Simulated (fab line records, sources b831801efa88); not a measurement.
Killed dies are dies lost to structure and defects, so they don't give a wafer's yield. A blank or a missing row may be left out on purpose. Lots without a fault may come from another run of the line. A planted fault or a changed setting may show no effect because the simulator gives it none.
A struck lot beside a sound one | flow sky130 | 36 steps out of a route of 708
Sound: wafers L590.2, L590.3, L590.5. Struck: wafers L593.1, L593.5, L593.6. The cause comes at the end.
At each step with rows: each side's tool, then ch and its chambers, then its first start. Under that, the readings that differ: sound wafers | struck wafers | difference of the means | sigmas: that difference in standard deviations of wafers without a fault.
alike: readings whose means differ by less than 2 such deviations, and words and numbers that are the same on both sides. not compared: withheld readings, readings that some wafer has no value for, bounds like >300 that may hide the same value, and numbers for which the record gives no deviation and whose values overlap.
The two part at a step that has a row with sigmas, a row that says differs or no value, or rows on one side only. Numbers that don't overlap but have no deviation are shown without sigmas and don't part them. A reading that every wafer of one side lacks parts them only if that side has two wafers or more.

first, 10 steps without rows for these wafers: SKY_GATE_OXIDE_COAT_05 (resist thk 1140 nm); SKY_GATE_OXIDE_SOFTBAKE_06 (time 57.34 s); SKY_GATE_OXIDE_EXPOSE_07 (exposes mask LVOM, target cd 600 nm); SKY_GATE_OXIDE_PEB_08; SKY_GATE_OXIDE_DEVELOP_09 (develop time 60 s); SKY_GATE_OXIDE_IMPLANT_11; SKY_GATE_OXIDE_WET_ETCH_12 (etches SiO2 in dHF, target depth 16.8 nm, time 336 s); SKY_GATE_OXIDE_STRIP_13 (strips in O2/N2); SKY_GATE_OXIDE_CLEAN_15 (cleans in SC1/SC2, time 150 s); SKY_GATE_OXIDE_OXIDATION_16 (stabilise 600 s, purge 300 s, target thk 3.57 nm).
SKY_POLY_GATE_CVD_00: deposits poly-Si, target thk 180 nm, time 720 s.
  sound on lpcvd-01 ch 0, day 15 15:04; struck on lpcvd-01 ch 1, day 16 12:50
  alike: pressure_mtorr, zone_power_bottom_pct, zone_power_lower_pct
then, 24 steps without rows for these wafers: SKY_RES_PROTECT_DEHYDRATE_00 (time 60 s); SKY_RES_PROTECT_HMDS_01 (prime time 60 s); SKY_RES_PROTECT_COAT_02 (resist thk 1140 nm); SKY_RES_PROTECT_SOFTBAKE_03 (time 60 s); SKY_RES_PROTECT_EXPOSE_04 (exposes mask RPM, target cd 1270 nm); SKY_RES_PROTECT_PEB_05; SKY_RES_PROTECT_DEVELOP_06 (develop time 60 s); SKY_POLY_GATE_IMPLANT_02; SKY_RES_PROTECT_STRIP_07 (strips in O2/N2); SKY_RES_PROTECT_CLEAN_09 (cleans in SC1/SC2, time 150 s); SKY_POLY_GATE_CVD_03 (deposits Si3N4 from DCS/NH3, target thk 75 nm, time 1290 s); SKY_POLY_GATE_DEHYDRATE_05 (time 60 s); SKY_POLY_GATE_HMDS_06 (prime time 60 s); SKY_POLY_GATE_COAT_07 (resist thk 110 nm); SKY_POLY_GATE_COAT_08 (resist thk 450 nm); SKY_POLY_GATE_SOFTBAKE_09 (time 90 s); SKY_POLY_GATE_EXPOSE_10 (exposes mask P1M, target cd 150 nm); SKY_POLY_GATE_PEB_11; SKY_POLY_GATE_DEVELOP_12 (develop time 60 s); SKY_POLY_GATE_ETCH_15 (etches BARC in N2/H2, stops on SiO2, time 118.5 s, target depth 110 nm); SKY_POLY_GATE_ETCH_16 (etches Si3N4 in CH3F/O2, stops on poly-Si, time 151.2 s, target depth 75 nm); SKY_POLY_GATE_ETCH_17 (etches poly-Si in HBr/Cl2, stops on SiO2, target depth 180 nm, time 70.5 s); SKY_POLY_GATE_STRIP_18 (strips in O2/N2); SKY_POLY_GATE_CLEAN_19 (cleans in SC1/SC2, time 150 s).
-- the record jumps here: 31 days lie between the struck wafers' starts before and after (it left off in module POLY_GATE and takes up again in module PAD_OPEN, whose first step shown is number 708 of the route) --
SKY_PAD_OPEN_PROBE_99:
  sound on prober-02, day 47 00:10; struck on prober-01, day 47 16:49
  reading             | sound    | struck      | difference | sigmas
  killed_at_front_end | 12 11 13 | 80 86 80    | +70        | +16
  killed_dies         | 84 75 77 | 149 145 140 | +66        | +7
  alike: killed_at_M0_to_M3, killed_at_M4_up, killed_at_contacts, killed_at_other, killed_open, killed_short

WHERE THEY PART
Only at SKY_PAD_OPEN_PROBE_99, within this record.

WHY: what the simulator had put in
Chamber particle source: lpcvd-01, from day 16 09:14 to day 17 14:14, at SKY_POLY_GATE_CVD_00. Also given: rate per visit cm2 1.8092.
